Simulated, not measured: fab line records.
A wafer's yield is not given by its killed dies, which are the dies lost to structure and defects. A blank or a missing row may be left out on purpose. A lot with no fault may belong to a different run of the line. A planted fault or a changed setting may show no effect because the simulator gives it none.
fab line records	flow sky130
record lots=5	wafers=15	lastDay=50
route steps=708 shown LI_CONTACT@370 PAD_OPEN@708
lots with no fault: from the same line, run without faults
startH: hours from the record's first day to the start of the lot's first wafer shown	waitH: hours from the lot's prior step to this one	" identical to the entry in the row above	L1.1+2: several wafers, shown together as one row	- either no value or no given start	* or withheld: withheld	< > ~ a bound
route shown NAME@n: names a module that has steps shown in the file, with the first one's number in the route	usual: mean/standard deviation of fault-free wafers	same: alike in all rows	chamber/n: place in a boat	sites: per-site readings	_std_site: the standard deviation of these	_edge_site: inner sites' mean taken away from outer sites' mean	radiusMm: for every site, how far away it sits from the centre of the wafer	mask NAME#n: copy n	behind: the tool/chamber that last shaped the wafer	hold: why the lot was held/for how many hours/how that ended	device: names the non-switching transistor (n, p or np)	end of line: the route-end tests of the same wafers	a step given without rows: its recipe and nothing more	killed: at the first sort, the dies lost to defects and structure; wafer yield is something else	map: shows each die of a wafer: x if killed, . if not, _ if none is there
set.NAME: the setting as run; set.NAME@STEP: as run at that earlier step	model.NAME: the simulator's own value behind a step, which no gauge read
a table for each step, a row for each wafer; lots at some steps of the route
services: a tool's chamber out of use, with start hour (startH, from the record's first day; less than 0 if before it), hours out, and reason
## steps
# step SKY_LI_CONTACT_SOFTBAKE_08
# recipe tempC=100	timeS=90	resist=KrF-thick
# step SKY_LI_CONTACT_EXPOSE_09
# recipe maskId=LICM1	na=0.8	sourceShape=annular	sigmaInner=0.55	sigmaOuter=0.85	targetCdNm=170	doseMj=38
# step SKY_LI_CONTACT_PEB_10
# recipe pebTempC=withheld	pebTimeS=withheld	resist=KrF-thick
# step SKY_LI_CONTACT_DEVELOP_11
# recipe developTimeS=60	resist=KrF-thick	devTempC=21
# step SKY_LI_CONTACT_CD_MEAS_12
# recipe targetCdNm=170
# usual cdNm=169.8/1.1
lot.wafer	tool	chamber	startH	waitH	cdNm
L124.2	cdSem-01	-	701.14	-	170.3
L124.3	"	-	"	"	172.0
L124.4	"	-	"	"	172.0
L131.4	cdSem-02	-	759.15	-	170.1
L131.5	"	-	"	"	170.3
L131.6	"	-	"	"	170.4
L136.1	cdSem-02	-	799.94	-	169.9
L136.2	"	-	"	"	170.7
L136.3	"	-	"	"	170.5
L141.3	cdSem-02	-	831.63	-	170.8
L141.4	"	-	"	"	170.2
L141.6	"	-	"	"	169.5
L142.3	cdSem-01	-	836.43	-	170.3
L142.4	"	-	"	"	170.1
L142.6	"	-	"	"	170.0
# step SKY_LI_CONTACT_OVL_MEAS_13
# usual LI_CONTACT_OVL=-5/5
lot.wafer	tool	chamber	startH	waitH	LI_CONTACT_OVL[nm]
L124.2	overlay-01	-	701.25	0.1	1
L124.3	"	-	"	"	-1
L124.4	"	-	"	"	0
L131.4	overlay-01	-	759.23	0.1	-2
L131.5	"	-	"	"	-7
L131.6	"	-	"	"	-7
L136.1	overlay-02	-	800.06	0.1	-5
L136.2	"	-	"	"	-10
L136.3	"	-	"	"	-2
L141.3	overlay-01	-	831.72	0.1	-12
L141.4	"	-	"	"	-6
L141.6	"	-	"	"	-5
L142.3	overlay-02	-	836.52	0.1	-9
L142.4	"	-	"	"	-6
L142.6	"	-	"	"	-4
# step SKY_LI_CONTACT_ETCH_14
# recipe chemistry=N2/H2	target=BARC	ionEnergyEv=200	sourceW=500	biasW=100	pressureMtorr=30	n2FlowSccm=100	h2FlowSccm=200	stopOn=SiO2	timeS=45.9	targetDepthA=600
# usual drypumpMotorCurrentA=5.7/0.47	oesProductAu=0.854/0.0051	throttleValvePct=13.224/0.0081
lot.wafer	tool	chamber	startH	waitH	drypumpMotorCurrentA	oesProductAu	rfHoursCounterH	throttleValvePct
L124.2	rieDiel-04	2	701.28	0.0	5.7	0.841	4	13.234
L124.3	"	3	"	"	5.1	0.861	39	13.223
L124.4	"	1	"	"	5.9	0.858	20	13.207
L131.4	rieDiel-03	3	759.27	0.0	6.1	0.846	-	13.217
L131.5	"	0	"	"	6.2	0.856	-	13.220
L131.6	"	1	"	"	6.0	0.855	-	13.212
L136.1	rieDiel-04	0	800.09	0.0	5.9	0.863	11	13.231
L136.2	"	1	"	"	5.9	0.856	23	13.220
L136.3	"	2	"	"	5.6	0.859	7	13.229
L141.3	rieDiel-01	0	831.75	0.0	5.0	0.855	15	13.223
L141.4	"	2	"	"	5.8	0.848	4	13.219
L141.6	"	0	"	"	4.9	0.859	-	13.223
L142.3	rieDiel-03	2	836.54	0.0	6.0	0.847	2	13.215
L142.4	"	0	"	"	6.2	0.852	4	13.217
L142.6	"	3	"	"	6.1	0.850	-	13.229
# step SKY_LI_CONTACT_ETCH_15
# recipe target=PSG	chemistry=C4F8/O2/Ar	stopOn=Si	taperDeg=4.15	maskMaterial=KrF-thick	sourceW=1500	biasW=1200	pressureMtorr=40	c4f8FlowSccm=withheld	O2_flow_sccm=6	Ar_flow_sccm=300	timeS=withheld	targetDepthA=6000
# usual oesProductAu=0.837/0.0053
lot.wafer	tool	chamber	startH	waitH	oesProductAu
L124.2	rieDiel-04	2	701.32	0.0	0.844
L124.3	"	3	"	"	0.852
L124.4	"	1	"	"	0.843
L131.4	rieDiel-03	3	759.33	0.0	0.838
L131.5	"	0	"	"	0.836
L131.6	"	1	"	"	0.836
L136.1	rieDiel-04	0	800.14	0.0	0.831
L136.2	"	1	"	"	0.841
L136.3	"	2	"	"	0.836
L141.3	rieDiel-01	0	831.79	0.0	0.847
L141.4	"	2	"	"	0.830
L141.6	"	0	"	"	0.831
L142.3	rieDiel-03	2	836.59	0.0	0.837
L142.4	"	0	"	"	0.835
L142.6	"	3	"	"	0.834
# step SKY_LI_CONTACT_STRIP_16
# recipe chemistry=O2/N2	powerW=1400	pressureMtorr=1500	platenTempC=withheld	o2FlowSccm=3000	n2FlowSccm=300	overashFraction=0.5
# usual drypumpMotorCurrentA=5.87/0.25	oesProductAu=0.376/0.0042	stripTimeToEndpointS=3.51/0.032
lot.wafer	tool	chamber	startH	waitH	drypumpMotorCurrentA	oesProductAu	rfHoursCounterH	stripTimeToEndpointS
L124.2	plasmaAsher-01	1	701.41	-	6.01	0.381	27	3.54
L124.3	"	1	"	"	5.99	0.376	-	3.54
L124.4	"	0	"	"	5.39	0.381	-	3.49
L131.4	plasmaAsher-01	1	759.41	-	5.99	0.381	-	3.55
L131.5	"	1	"	"	6.02	0.377	-	3.55
L131.6	"	0	"	"	5.45	0.377	-	3.53
L136.1	plasmaAsher-04	1	800.22	-	5.84	0.376	66	3.51
L136.2	"	0	"	"	5.71	0.372	66	3.49
L136.3	"	0	"	"	5.72	0.379	-	3.53
L141.3	plasmaAsher-04	0	831.91	-	5.70	0.374	-	3.50
L141.4	"	1	"	"	5.84	0.370	-	3.48
L141.6	"	0	"	"	5.70	0.377	-	3.49
L142.3	plasmaAsher-03	0	836.71	-	5.98	0.373	-	3.48
L142.4	"	1	"	"	6.21	0.372	-	3.46
L142.6	"	0	"	"	5.98	0.378	-	3.53
# step SKY_LI_CONTACT_CLEAN_17
# recipe chemistry=NMP	timeS=600	tempC=60	dry=n2Spin
# step SKY_LI_CONTACT_PRE_CLEAN_18
# recipe gas=Ar	timeS=5.6	biasV=358
# step SKY_LI_CONTACT_SPUTTER_19
# recipe material=Ti	targetThkNm=20	chamberPressurePa=5	powerW=2500	substrateTempC=200	timeS=106.37
# usual throttleValvePct=29.6/0.85
lot.wafer	tool	chamber	startH	waitH	throttleValvePct
L124.2	pvdSputter-04	-	701.72	0.0	30.1
L124.3	"	-	"	"	28.0
L124.4	"	-	"	"	29.4
L131.4	pvdSputter-03	-	759.67	0.0	30.6
L131.5	"	-	"	"	29.8
L131.6	"	-	"	"	28.7
L136.1	pvdSputter-03	-	800.53	0.0	28.9
L136.2	"	-	"	"	29.6
L136.3	"	-	"	"	28.7
L141.3	pvdSputter-04	-	832.18	0.0	30.5
L141.4	"	-	"	"	29.1
L141.6	"	-	"	"	28.0
L142.3	pvdSputter-04	-	836.98	0.0	30.0
L142.4	"	-	"	"	29.9
L142.6	"	-	"	"	30.1
# step SKY_LI_CONTACT_SPUTTER_20
# recipe material=TiN	targetThkNm=20	chamberPressurePa=5	powerW=4000	timeS=80
# usual throttleValvePct=29.6/0.85
lot.wafer	tool	chamber	startH	waitH	throttleValvePct	model.TiN_of_LI_CONTACT_SPUTTER_20.thkNm
L124.2	pvdSputter-04	-	701.79	0.0	30.0	20.4
L124.3	"	-	"	"	27.9	20.48
L124.4	"	-	"	"	28.9	20.24
L131.4	pvdSputter-03	-	759.74	0.0	30.8	20.04
L131.5	"	-	"	"	29.6	20.1
L131.6	"	-	"	"	28.8	20.32
L136.1	pvdSputter-03	-	800.61	0.0	28.7	20.09
L136.2	"	-	"	"	29.5	20.16
L136.3	"	-	"	"	28.6	38.65
L141.3	pvdSputter-04	-	832.26	0.0	30.4	19.86
L141.4	"	-	"	"	29.2	20.1
L141.6	"	-	"	"	28.0	20.19
L142.3	pvdSputter-04	-	837.06	0.0	30.3	19.61
L142.4	"	-	"	"	30.0	19.62
L142.6	"	-	"	"	29.9	19.74
# step SKY_LI_CONTACT_CVD_21
# recipe material=W	targetThkNm=400	timeS=120.56	tempC=400	pressureTorr=40
# usual heaterPowerW=850/77
lot.wafer	tool	chamber	startH	waitH	heaterPowerW
L124.2	cvdW-02	0	701.85	0.0	756
L124.3	"	1	"	"	955
L124.4	"	0	"	"	751
L131.4	cvdW-01	1	759.85	0.1	891
L131.5	"	0	"	"	828
L131.6	"	1	"	"	884
L136.1	cvdW-01	0	800.67	0.0	808
L136.2	"	1	"	"	851
L136.3	"	0	"	"	811
L141.3	cvdW-02	1	832.36	0.1	944
L141.4	"	0	"	"	749
L141.6	"	1	"	"	942
L142.3	cvdW-01	0	837.16	0.1	793
L142.4	"	1	"	"	903
L142.6	"	0	"	"	820
# step SKY_PAD_OPEN_PROBE_99
# usual killed_at_M0_to_M3=44/7	killed_at_M4_up=3.1/1.8	killedAtContacts=25/5.1	killedAtFrontEnd=15/4.3	killedAtOther=0.3/0.61	killedDies=87/9.8	killedOpen=48/7	killedShort=38/6.3
# same grossDies=492	killedAtBackSide=0
lot.wafer	tool	chamber	startH	waitH	killed_at_M0_to_M3	killed_at_M4_up	killedAtContacts	killedAtFrontEnd	killedAtOther	killedDies	killedOpen	killedShort	model.etest.liconNdiff.rcOhm	model.etest.liconPoly.rcOhm
L124.2	prober-01	-	1093.44	0.1	43	3	24	27	1	98	63	35	186	151
L124.3	prober-01	-	1093.49	0.2	45	0	26	10	0	81	47	34	178.6	144.2
L124.4	prober-01	-	1093.54	0.2	38	3	25	28	0	94	46	48	177.1	149.3
L136.1	prober-01	-	1163.04	0.1	41	2	28	17	0	88	54	34	176.1	148.4
L136.2	prober-01	-	1163.09	0.1	45	5	23	14	1	88	60	28	179.9	152.6
L136.3	prober-01	-	1163.14	0.2	46	3	27	13	0	89	46	43	192.3	154.4
L141.3	prober-02	-	1186.10	0.2	45	4	27	14	1	91	61	30	179.9	156.5
L141.4	prober-02	-	1186.15	0.2	41	3	24	13	0	81	42	39	189	154.8
L141.6	prober-02	-	1186.25	0.2	39	1	22	14	0	76	39	37	190.8	155.3
L142.3	prober-01	-	1189.72	0.2	42	3	19	7	0	71	39	32	180.3	157.8
L142.4	prober-01	-	1189.77	0.2	55	2	11	9	0	77	45	32	177.8	153.9
# killed by level:class
L124.2 VIA3:geometricParticle:open=10 CONTACT:geometricParticle:open=9 POLY_GATE:geometricParticle:open=9 VIA1:geometricParticle:open=9 FIELD_ISO:geometricParticle:short=6 VIA2:geometricParticle:open=6 LI_CONTACT:geometricParticle:open=6 FIELD_ISO:geometricParticle:open=5
L124.3 VIA1:geometricParticle:open=11 CONTACT:geometricParticle:open=8 METAL3:geometricParticle:short=7 LI_CONTACT:geometricParticle:open=5 CONTACT:geometricParticle:short=5 VIA1:geometricParticle:short=5 VIA2:geometricParticle:open=5 VIA3:geometricParticle:open=5
L124.4 POLY_GATE:geometricParticle:short=10 CONTACT:geometricParticle:open=9 LI_CONTACT:geometricParticle:open=7 VIA1:geometricParticle:open=7 VIA2:geometricParticle:open=7 VIA3:geometricParticle:short=6 CONTACT:geometricParticle:short=5 FIELD_ISO:geometricParticle:open=4
L136.1 CONTACT:geometricParticle:open=15 VIA1:geometricParticle:open=10 FIELD_ISO:geometricParticle:open=7 METAL2:geometricParticle:short=7 LI_CONTACT:geometricParticle:open=6 LOCAL_INTERCONNECT:geometricParticle:short=5 VIA2:geometricParticle:open=5 METAL3:geometricParticle:short=5
L136.2 VIA1:geometricParticle:open=12 CONTACT:geometricParticle:open=11 VIA3:geometricParticle:open=9 VIA2:geometricParticle:open=7 FIELD_ISO:geometricParticle:open=6 METAL2:geometricParticle:short=5 POLY_GATE:geometricParticle:open=4 LI_CONTACT:geometricParticle:open=4
L136.3 VIA1:geometricParticle:open=11 VIA3:geometricParticle:open=7 CONTACT:geometricParticle:open=7 CONTACT:geometricParticle:short=6 LOCAL_INTERCONNECT:geometricParticle:short=5 METAL1:geometricParticle:short=5 VIA2:geometricParticle:open=5 FIELD_ISO:geometricParticle:open=4
L141.3 CONTACT:geometricParticle:open=10 VIA2:geometricParticle:open=10 VIA3:geometricParticle:open=9 LI_CONTACT:geometricParticle:open=8 VIA1:geometricParticle:open=7 METAL2:geometricParticle:short=6 POLY_GATE:geometricParticle:open=4 LOCAL_INTERCONNECT:geometricParticle:short=4
L141.4 CONTACT:geometricParticle:open=12 VIA1:geometricParticle:open=10 METAL2:geometricParticle:short=9 METAL1:geometricParticle:short=6 CONTACT:geometricParticle:short=5 FIELD_ISO:geometricParticle:short=4 POLY_GATE:geometricParticle:open=4 LI_CONTACT:geometricParticle:open=4
L141.6 VIA1:geometricParticle:open=8 CONTACT:geometricParticle:open=7 METAL2:geometricParticle:short=7 POLY_GATE:geometricParticle:short=6 LI_CONTACT:geometricParticle:open=6 VIA3:geometricParticle:open=6 METAL1:geometricParticle:short=5 CONTACT:geometricParticle:short=5
L142.3 VIA1:geometricParticle:open=12 LI_CONTACT:geometricParticle:open=10 VIA1:geometricParticle:short=6 VIA3:geometricParticle:open=6 METAL2:geometricParticle:short=5 METAL1:geometricParticle:short=4 VIA3:geometricParticle:short=3 LOCAL_INTERCONNECT:geometricParticle:short=3
L142.4 VIA1:geometricParticle:open=14 VIA3:geometricParticle:open=8 METAL1:geometricParticle:short=7 CONTACT:geometricParticle:open=6 VIA2:geometricParticle:short=6 VIA2:geometricParticle:open=6 VIA1:geometricParticle:short=5 POLY_GATE:geometricParticle:open=3
## services
tool	chamber	startH	hours	kind
rieDiel-04	-	679.77	0.2	repair
cvdW-01	-	682.67	1.3	repair
rieDiel-04	2	688.11	2.5	repair
rieDiel-04	0	693.84	6.4	repair
pvdSputter-04	-	696.44	0.6	repair
plasmaAsher-04	-	707.38	15.6	pm
rieDiel-03	2	714.51	40.5	repair
pvdSputter-03	-	719.28	15.5	repair
rieDiel-01	2	748.56	4.4	repair
rieDiel-03	2	755.01	-	clean
rieDiel-03	2	755.01	14.3	scheduledDown
rieDiel-03	2	755.01	14.3	ventCycle
rieDiel-04	3	796.55	-	clean
rieDiel-04	3	796.55	21.8	scheduledDown
rieDiel-04	3	796.55	21.8	ventCycle
rieDiel-04	1	804.57	18.5	repair
rieDiel-03	0	810.73	6.6	repair
cvdW-01	-	826.28	0.9	repair
rieDiel-01	2	834.00	8.0	repair
## key
firstSign none at tools or gauges
modelEffect step=SKY_LI_CONTACT_SPUTTER_20	value=TiN_of_LI_CONTACT_SPUTTER_20.thkNm	without=20.08	struck=38.65
modelEffect step=SKY_PAD_OPEN_PROBE_99	value=etest.liconNdiff.rcOhm	without=179.2	struck=192.3
metAt SKY_LI_CONTACT_SPUTTER_20
struckWafers L136.3
testerLeftOut L136
fault kind=processParameterDrift	tool=pvdSputter-03	chamber=-	onsetH=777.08	steps=SKY_LI_CONTACT_SPUTTER_20	channel=targetThkNm	offset=18.566	shape=step	endH=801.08	actsIn=theseRecipesOnly	stated=20	scope=struckWafersOnly
# testerLeftOut: of these lots the tester's yield and bins aren't shown, on N5 and GAA mostly nor the transistor test; their killed dies are dies lost to structure and defects alone, not to doping, threshold or leakage, so they don't give the yield
